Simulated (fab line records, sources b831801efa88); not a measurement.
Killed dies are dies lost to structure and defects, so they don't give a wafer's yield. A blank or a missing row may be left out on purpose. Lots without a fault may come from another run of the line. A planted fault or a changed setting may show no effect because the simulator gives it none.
Chamber matching | flow sky130 | SKY_VIA4_ETCH_12 on rie_diel-01: 4 sister chambers
The step etches SiO2 in C4F8/O2/Ar, stops on TiN, target depth 580 nm. 4 wafers are shown with their chamber, then 7 later ones without.

WAFERS WITH THEIR CHAMBER
wafer  | chamber | bias_w (W)
L075.3 | 2       | 1195
L091.2 | 3       | 1203
L094.1 | 0       | 1206
L094.3 | 1       | 1200

WAFERS WITHOUT THEIR CHAMBER
wafer  | bias_w (W)
L094.6 | 1201
L096.1 | 1199
L096.4 | 1195
L096.5 | 1197
L095.1 | 1196
L095.5 | 1199
L095.6 | 1201

WHICH CHAMBER EACH WENT THROUGH
wafer  | from the rows above     | in truth
L094.6 | can't be placed: 1 or 3 | 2
L096.1 | 1                       | 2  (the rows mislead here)
L096.4 | 2                       | 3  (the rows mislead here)
L096.5 | can't be placed: 2 or 1 | 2
L095.1 | 2                       | 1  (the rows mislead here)
L095.5 | 1                       | 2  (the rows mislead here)
L095.6 | can't be placed: 1 or 3 | 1
Placed correctly: 0 of 7. Can't be placed from these rows: 3 (the true chamber is among the candidates in 2). Placed wrongly: 4.
How it was worked out, from the rows above alone: a wafer's distance from a chamber is the root of the sum, over the readings, of the square of ((its reading less the chamber's mean) divided by the reading's scatter). The wafer belongs to the nearest chamber; if the next one is less than 2 further off, it can't be placed. A chamber's mean is the mean of its shown wafers. The scatter: with one shown wafer a chamber, the root of the mean of the squares of how far each hidden wafer lies from its nearest shown one.
